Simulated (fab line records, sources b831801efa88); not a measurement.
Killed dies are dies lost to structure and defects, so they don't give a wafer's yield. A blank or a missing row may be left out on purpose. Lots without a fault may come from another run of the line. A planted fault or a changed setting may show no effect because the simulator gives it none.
fab line records | flow gf180mcu
record lots=6 wafers=18 last_day=34
route steps=602 shown V4@493 MIM@503
lots that met no fault: from a run of the same line without faults
start_h: hours from the record's first day to the start of the lot's first wafer shown | wait_h: hours since the lot's step before | " the same as in the row above | L1.1+2: a row that stands for several wafers | - no value, or no start given | * or withheld: withheld | < > ~ a bound
route shown NAME@n: a module of which the file shows steps, and the number in the route of the first | usual: mean/standard deviation of fault-free wafers | same: alike in all rows | chamber/n: place in a boat | sites: the reading at each site | _std_site: their standard deviation | _edge_site: outer sites' mean less inner sites' | radius_mm: how far each site lies from the wafer's centre | mask NAME#n: copy n | behind: the tool/chamber that last shaped the wafer | hold: why the lot was held/for how many hours/how that ended | device: the transistor (n, p or np) that didn't switch | end of line: the same wafers' tests at the end of the route | a step without rows: its recipe alone | killed: dies lost to structure and defects at the first sort, not the wafer's yield | map: a wafer's dies, x killed, . not, _ none there
set.NAME: the setting as run; set.NAME@STEP: as run at that earlier step | model.NAME: the simulator's own value behind a step, which no gauge read
lots at some steps of the route; a table a step, a row a wafer
services: from which hour (start_h, from the record's first day; less than 0 if before it) a tool's chamber was out of use, for how many hours, and why
## steps
# step GF_V4_ETCH_17
# recipe chemistry=C4F8/O2/Ar mask_material=KrF target=SiO2 stop_on=TiN source_w=1500 bias_w=1200 pressure_mtorr=40 c4f8_flow_sccm=withheld O2_flow_sccm=6 Ar_flow_sccm=300 time_s=withheld target_depth_a=6300
# step GF_V4_STRIP_18
# recipe chemistry=O2/N2 power_w=1400 pressure_mtorr=1500 platen_temp_c=250 o2_flow_sccm=3000 n2_flow_sccm=300 overash_fraction=0.5
# usual drypump_motor_current_A=5.45/0.2 heater_power_w=340/27 o2_flow_sccm=2998/9.5 oes_product_au=0.593/0.005
# columns lot.wafer tool chamber start_h wait_h drypump_motor_current_A heater_power_w o2_flow_sccm oes_product_au rf_hours_counter_h
L839.2 plasma_asher-04 0 602.12 - 5.72 377 3009 0.584 80
L839.3 " 0 " " 5.72 370 3009 0.593 -
L839.4 " 1 " " 5.39 302 2997 0.601 -
L841.2 plasma_asher-02 1 608.42 - 5.40 362 2999 0.586 50
L841.3 " 1 " " 5.42 346 3003 0.591 -
L841.5 " 1 " " 5.42 361 3007 0.593 -
L852.1 plasma_asher-02 0 688.62 - 5.19 324 3006 0.596 59
L852.2 " 1 " " 5.41 352 2993 0.594 59
L852.3 " 1 " " 5.42 352 2990 0.593 -
L853.2 plasma_asher-01 0 694.57 - 5.79 373 3013 0.598 109
L853.3 " 0 " " 5.81 362 3002 0.588 -
L853.6 " 1 " " 5.40 333 2991 0.590 -
L855.1 plasma_asher-01 1 705.56 - 5.40 327 3006 0.599 110
L855.2 " 0 " " 5.80 367 2990 0.601 110
L855.3 " 1 " " 5.37 327 2995 0.606 -
L856.2 plasma_asher-02 0 713.31 - 5.14 325 2993 0.594 62
L856.3 " 0 " " 5.17 327 3006 0.593 -
L856.4 " 1 " " 5.45 360 2999 0.591 -
# step GF_V4_STRIP_19
# recipe chemistry=post_etch_residue_remover time_s=1200 temp_c=72.5
# step GF_V4_CLEAN_20
# recipe chemistry=DIW dry=n2_spin
# step GF_V4_SPUTTER_21
# recipe material=Ti target_thk_nm=15 chamber_pressure_pa=5 power_w=2500 substrate_temp_c=200 time_s=80.02
# usual throttle_valve_pct=30.2/1.1
# columns lot.wafer tool chamber start_h wait_h throttle_valve_pct
L839.2 pvd_sputter-02 - 602.66 0.0 31.5
L839.3 " - " " 32.8
L839.4 " - " " 30.7
L841.2 pvd_sputter-03 - 608.99 0.0 29.0
L841.3 " - " " 29.5
L841.5 " - " " 28.5
L852.1 pvd_sputter-02 - 689.15 0.0 30.6
L852.2 " - " " 30.6
L852.3 " - " " 31.4
L853.2 pvd_sputter-01 - 695.10 0.0 31.5
L853.3 " - " " 30.1
L853.6 " - " " 28.8
L855.1 pvd_sputter-03 - 706.10 0.0 28.7
L855.2 " - " " 29.3
L855.3 " - " " 29.6
L856.2 pvd_sputter-02 - 713.87 0.0 30.6
L856.3 " - " " 32.2
L856.4 " - " " 30.5
# step GF_V4_SPUTTER_22
# recipe material=TiN target_thk_nm=10 chamber_pressure_pa=5 power_w=4000 time_s=40
# usual throttle_valve_pct=30.2/1.1
# columns lot.wafer tool chamber start_h wait_h throttle_valve_pct
L839.2 pvd_sputter-02 - 602.72 0.0 31.7
L839.3 " - " " 32.4
L839.4 " - " " 30.9
L841.2 pvd_sputter-03 - 609.05 0.0 28.9
L841.3 " - " " 29.2
L841.5 " - " " 28.9
L852.1 pvd_sputter-02 - 689.21 0.0 30.6
L852.2 " - " " 30.9
L852.3 " - " " 31.5
L853.2 pvd_sputter-01 - 695.16 0.0 31.6
L853.3 " - " " 29.8
L853.6 " - " " 28.7
L855.1 pvd_sputter-03 - 706.16 0.0 29.0
L855.2 " - " " 28.9
L855.3 " - " " 29.5
L856.2 pvd_sputter-02 - 713.94 0.0 30.6
L856.3 " - " " 32.3
L856.4 " - " " 30.8
# step GF_V4_CVD_23
# recipe material=W target_thk_nm=350 time_s=104.9 temp_c=400 pressure_torr=40
# usual heater_power_w=926/86
# columns lot.wafer tool chamber start_h wait_h heater_power_w since_wet_clean_h
L839.2 cvd_w-01 1 602.76 0.0 740 699
L839.3 " 0 " " 1013 -
L839.4 " 1 " " 759 -
L841.2 cvd_w-02 0 609.09 0.0 872 205
L841.3 " 1 " " 925 -
L841.5 " 1 " " 909 -
L852.1 cvd_w-01 1 689.25 0.0 765 785
L852.2 " 0 " " 1057 785
L852.3 " 1 " " 770 -
L853.2 cvd_w-02 0 695.20 0.0 935 291
L853.3 " 0 " " 915 -
L853.6 " 0 " " 921 -
L855.1 cvd_w-02 0 706.20 0.0 926 302
L855.2 " 1 " " 958 302
L855.3 " 0 " " 906 -
L856.2 cvd_w-02 0 713.97 0.0 900 310
L856.3 " 0 " " 907 -
L856.4 " 1 " " 956 -
# step GF_V4_RS_MEAS_24
# recipe thk_meas_gauge=four-point-probe reads=W_of_V4_CVD_23+TiN_of_V4_SPUTTER_22+Ti_of_V4_SPUTTER_21
# usual V4_W_RS=0.328/0.0032
# columns lot.wafer tool chamber start_h wait_h V4_W_RS[ohm/sq]
L839.2 film_metro-02 - 602.89 0.1 0.324
L839.3 " - " " 0.331
L839.4 " - " " 0.322
L841.2 film_metro-04 - 609.22 0.1 0.328
L841.3 " - " " 0.330
L841.5 " - " " 0.330
L852.1 film_metro-01 - 689.36 0.1 0.328
L852.2 " - " " 0.325
L852.3 " - " " 0.328
L853.2 film_metro-01 - 695.33 0.1 0.326
L853.3 " - " " 0.327
L853.6 " - " " 0.327
L855.1 film_metro-02 - 706.31 0.1 0.326
L855.2 " - " " 0.325
L855.3 " - " " 0.326
L856.2 film_metro-02 - 714.11 0.1 0.328
L856.3 " - " " 0.329
L856.4 " - " " 0.333
# step GF_V4_THK_MEAS_25
# recipe thk_meas_gauge=xrf reads=W_of_V4_CVD_23
# usual V4_W_THK=354/4
# columns lot.wafer tool chamber start_h wait_h V4_W_THK[nm]
L839.2 film_metro-02 - 603.00 0.1 357
L839.3 " - " " 349
L839.4 " - " " 358
L841.2 film_metro-04 - 609.33 0.1 356
L841.3 " - " " 352
L841.5 " - " " 353
L852.1 film_metro-01 - 689.48 0.1 352
L852.2 " - " " 355
L852.3 " - " " 353
L853.2 film_metro-01 - 695.44 0.1 353
L853.3 " - " " 351
L853.6 " - " " 354
L855.1 film_metro-02 - 706.43 0.1 358
L855.2 " - " " 359
L855.3 " - " " 360
L856.2 film_metro-02 - 714.22 0.1 356
L856.3 " - " " 356
L856.4 " - " " 350
# step GF_V4_CMP_26
# recipe stop_on=SiO2 down_force_psi=3.5 platen_rpm=60 t_overpolish_s=15 target_thk_nm=0 pad_velocity_m_s=0.94248
# step GF_MIM_SPUTTER_00
# recipe material=Ti target_thk_nm=37.5 arriving_ion_energy_ev=80 substrate_temp_c=200 chamber_pressure_pa=2 power_w=4000 time_s=150
# step GF_MIM_SPUTTER_01
# recipe material=TiN target_thk_nm=30 power_w=6500 time_s=25 chamber_pressure_pa=0.4
# step GF_MIM_SPUTTER_02
# recipe material=AlCu target_thk_nm=450 power_w=10600 time_s=23.9 chamber_pressure_pa=0.4
# usual throttle_valve_pct=30.4/1.1
# columns lot.wafer tool chamber start_h wait_h throttle_valve_pct model.AlCu_of_MIM_SPUTTER_02.thk_nm
L839.2 pvd_sputter-02 - 603.48 0.0 31.5 457.5
L839.3 " - " " 32.2 446.4
L839.4 " - " " 30.7 448.3
L841.2 pvd_sputter-01 - 609.81 0.0 31.6 450.6
L841.3 " - " " 29.9 453
L841.5 " - " " 30.0 456.2
L852.1 pvd_sputter-01 - 690.00 0.0 30.4 640.9
L852.2 " - " " 29.0 636.5
L852.3 " - " " 31.6 630.4
L853.2 pvd_sputter-01 - 695.95 0.0 30.7 647.9
L853.3 " - " " 31.7 636.9
L853.6 " - " " 31.3 631.4
L855.1 pvd_sputter-02 - 706.94 0.0 30.3 440.6
L855.2 " - " " 32.5 438.7
L855.3 " - " " 30.8 442.8
L856.2 pvd_sputter-02 - 714.70 0.0 30.7 451.5
L856.3 " - " " 30.4 450.3
L856.4 " - " " 30.7 451.7
# step GF_MIM_SPUTTER_03
# recipe material=Ti target_thk_nm=10 substrate_temp_c=300 chamber_pressure_pa=0.3 power_w=3000 time_s=6.7
# usual throttle_valve_pct=30.4/1.2
# columns lot.wafer tool chamber start_h wait_h throttle_valve_pct
L839.2 pvd_sputter-02 - 603.51 0.0 31.2
L839.3 " - " " 32.3
L839.4 " - " " 30.9
L841.2 pvd_sputter-01 - 609.84 0.0 31.3
L841.3 " - " " 29.5
L841.5 " - " " 29.8
L852.1 pvd_sputter-01 - 690.03 0.0 30.5
L852.2 " - " " 29.1
L852.3 " - " " 31.5
L853.2 pvd_sputter-01 - 695.98 0.0 30.2
L853.3 " - " " 31.6
L853.6 " - " " 31.6
L855.1 pvd_sputter-02 - 706.97 0.0 30.7
L855.2 " - " " 32.4
L855.3 " - " " 31.0
L856.2 pvd_sputter-02 - 714.73 0.0 31.0
L856.3 " - " " 30.6
L856.4 " - " " 30.7
## services
# columns tool chamber start_h hours kind
plasma_asher-01 - 608.32 13.2 repair
cvd_w-02 - 614.01 0.6 repair
cvd_w-01 0 614.41 2.0 repair
plasma_asher-02 - 615.73 1.1 repair
plasma_asher-02 - 626.29 3.5 repair
cvd_w-01 0 631.25 7.9 repair
cvd_w-01 1 636.02 8.5 repair
plasma_asher-01 - 647.62 0.8 repair
cvd_w-01 - 656.66 0.5 repair
plasma_asher-01 - 662.06 9.7 repair
pvd_sputter-02 - 663.04 15.7 repair
cvd_w-01 1 665.97 5.2 repair
cvd_w-01 - 676.10 2.8 pm
cvd_w-02 0 677.97 16.6 repair
pvd_sputter-02 3 697.10 - consumable_replace:kit
pvd_sputter-02 3 697.10 18.0 scheduled_down
pvd_sputter-02 3 697.10 18.0 vent_cycle
plasma_asher-01 - 711.50 2.8 pm
## key
first_sign none at tools or gauges
model_effect step=GF_MIM_SPUTTER_02 value=AlCu_of_MIM_SPUTTER_02.thk_nm without=447.5 struck=637.3
met_at GF_MIM_SPUTTER_02
struck_wafers L852.1,L852.2,L852.3,L853.2,L853.3,L853.6
later_rows_left_out L852.1,L852.2,L852.3,L853.2,L853.3,L853.6
sort_left_out L852.1,L852.2,L852.3,L853.2,L853.3,L853.6
onset_between 609.81 690.00
fault kind=process_parameter_drift tool=pvd_sputter-01 chamber=- onset_h=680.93 steps=GF_MIM_SPUTTER_02 channel=target_thk_nm offset=189.87 shape=step end_h=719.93 acts_in=these_recipes_only stated=450
# sort_left_out: the simulated sort isn't trusted on such a fault, so these wafers' sort isn't shown, and their yield isn't known
# later_rows_left_out: the simulator's readings of these wafers behind a module that went badly wrong aren't trusted and aren't shown, but for the sort
